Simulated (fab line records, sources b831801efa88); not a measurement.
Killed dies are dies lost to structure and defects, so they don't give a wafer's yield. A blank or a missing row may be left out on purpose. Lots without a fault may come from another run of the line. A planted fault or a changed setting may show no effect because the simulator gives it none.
Split-lot experiment | flow sfq_line | 5 lots, 23 wafers read, on a route of 325 steps

THE SPLIT
At SFQ_TRILAYER_L0_CAP_PECVD_011 (deposits SiO2 from SiH4/N2O, time 13.333 s, target thk 60 nm), the setting time_s was moved away from the recipe's 13.333 s on 7 of the 23 wafers read, by -6.9% to +12.1%. The other wafers ran this setting at the recipe's value.

The file shows no step between the split and the reading.

THE READING
oes_product_au, in a.u., at SFQ_TRILAYER_L0_VIA_ETCH_VIA_ETCH_016 (etches SiO2 in CHF3, stops on MoNx KI, target depth 80 nm). Fault-free wafers of this fab line usually give 0.847 a.u., standard deviation 0.0088 a.u..

wafer  | tool, chamber at the split | time_s as run, s | against the recipe | oes_product_au, a.u. | against lot-mates on the recipe
L074.1 | pecvd-01, 0                | 13.333           | recipe             | 0.842                | -
L074.2 | pecvd-01, 1                | 13.333           | recipe             | 0.847                | -
L074.3 | pecvd-01, 2                | 13.333           | recipe             | 0.845                | -
L074.5 | pecvd-01, 2                | 14.95            | +12.1%             | 0.901                | +0.056
L074.6 | pecvd-01, 1                | 14.95            | +12.1%             | 0.909                | +0.064
L078.1 | pecvd-01, 2                | 14.85            | +11.4%             | 0.902                | +0.056
L078.3 | pecvd-01, 1                | 13.333           | recipe             | 0.845                | -
L078.4 | pecvd-01, 0                | 14.85            | +11.4%             | 0.901                | +0.055
L078.5 | pecvd-01, 2                | 13.333           | recipe             | 0.847                | -
L078.6 | pecvd-01, 1                | 13.333           | recipe             | 0.845                | -
L079.1 | pecvd-02, 2                | 13.333           | recipe             | 0.841                | -
L079.2 | pecvd-02, 1                | 13.333           | recipe             | 0.850                | -
L079.4 | pecvd-02, 2                | 13.333           | recipe             | 0.859                | -
L082.1 | pecvd-02, 0                | 12.41            | -6.9%              | 0.813                | -0.039
L082.2 | pecvd-02, 2                | 13.333           | recipe             | 0.842                | -
L082.3 | pecvd-02, 1                | 12.41            | -6.9%              | 0.829                | -0.023
L082.5 | pecvd-02, 0                | 12.41            | -6.9%              | 0.825                | -0.027
L082.6 | pecvd-02, 1                | 13.333           | recipe             | 0.862                | -
L083.1 | pecvd-02, 0                | 13.333           | recipe             | 0.851                | -
L083.2 | pecvd-02, 2                | 13.333           | recipe             | 0.849                | -
L083.4 | pecvd-02, 2                | 13.333           | recipe             | 0.844                | -
L083.5 | pecvd-02, 1                | 13.333           | recipe             | 0.867                | -
L083.6 | pecvd-02, 0                | 13.333           | recipe             | 0.854                | -

THE FIT
A straight line over all 23 wafers: oes_product_au changes by +0.00441 a.u. for each +1% of time_s; r = +0.96; the points scatter about the line by 0.0071 a.u..
The same after taking each lot's own level away (the mean of its wafers on the recipe; 23 wafers): +0.00478 a.u. for each +1%; r = +0.97; scatter 0.0065 a.u..
On that fit, the largest move of time_s shifts the reading by 0.058 a.u..
The lots' own levels span 0.8447 to 0.8530 a.u., that is 0.9 times the standard deviation above.
So the lot-to-lot level changes the slope little: the two slopes agree.
Check: with one of the wafers moved furthest among these (+12.1%) left out of the fit, the line predicts +0.0594 a.u. for it against its lot-mates. It came out at +0.0563 a.u. against them.

OTHER SPLITS ON THESE WAFERS
These wafers also went through other splits before the reading. Each is held against what the fit with the lots' levels taken away leaves over:
other split on the same wafers           | wafers away from the commonest value | r with oes_product_au (lot level and that fit taken away)
SFQ_TRILAYER_L0_LITHO_COAT_005 spin_rpm  | 8                                    | -0.04
SFQ_TRILAYER_L0_LITHO_EXPOSE_006 dose_mj | 5                                    | +0.20

THE WHOLE CHAIN: every reading that the file lists as answering this split, in the file's order
step                                  | what it does                                                 | reading                                                                                   | change (the file's fit)                   | r (the file's)
SFQ_TRILAYER_L0_CAP_PECVD_011         | deposits SiO2 from SiH4/N2O, time 13.333 s, target thk 60 nm | SiO2_of_TRILAYER_L0_CAP_PECVD_011.thk_nm (the simulator's own value, which no gauge read) | +0.608 nm for each +1% of the setting     | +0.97
SFQ_TRILAYER_L0_VIA_ETCH_VIA_ETCH_016 | etches SiO2 in CHF3, stops on MoNx KI, target depth 80 nm    | oes_product_au                                                                            | +0.00484 a.u. for each +1% of the setting | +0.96
SFQ_TRILAYER_L0_VIA_ETCH_VIA_ETCH_016 | etches SiO2 in CHF3, stops on MoNx KI, target depth 80 nm    | L0V.feature_depth_nm (the simulator's own value, which no gauge read)                     | +0.608 nm for each +1% of the setting     | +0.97
SFQ_TRILAYER_L0_VIA_ETCH_VIA_ETCH_016 | etches SiO2 in CHF3, stops on MoNx KI, target depth 80 nm    | etch.depth_nm (the simulator's own value, which no gauge read)                            | +0.664 nm for each +1% of the setting     | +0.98

THE FILE'S OWN FIT
oes_product_au changes by +0.00484 a.u. for each +1% of time_s, r = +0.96.
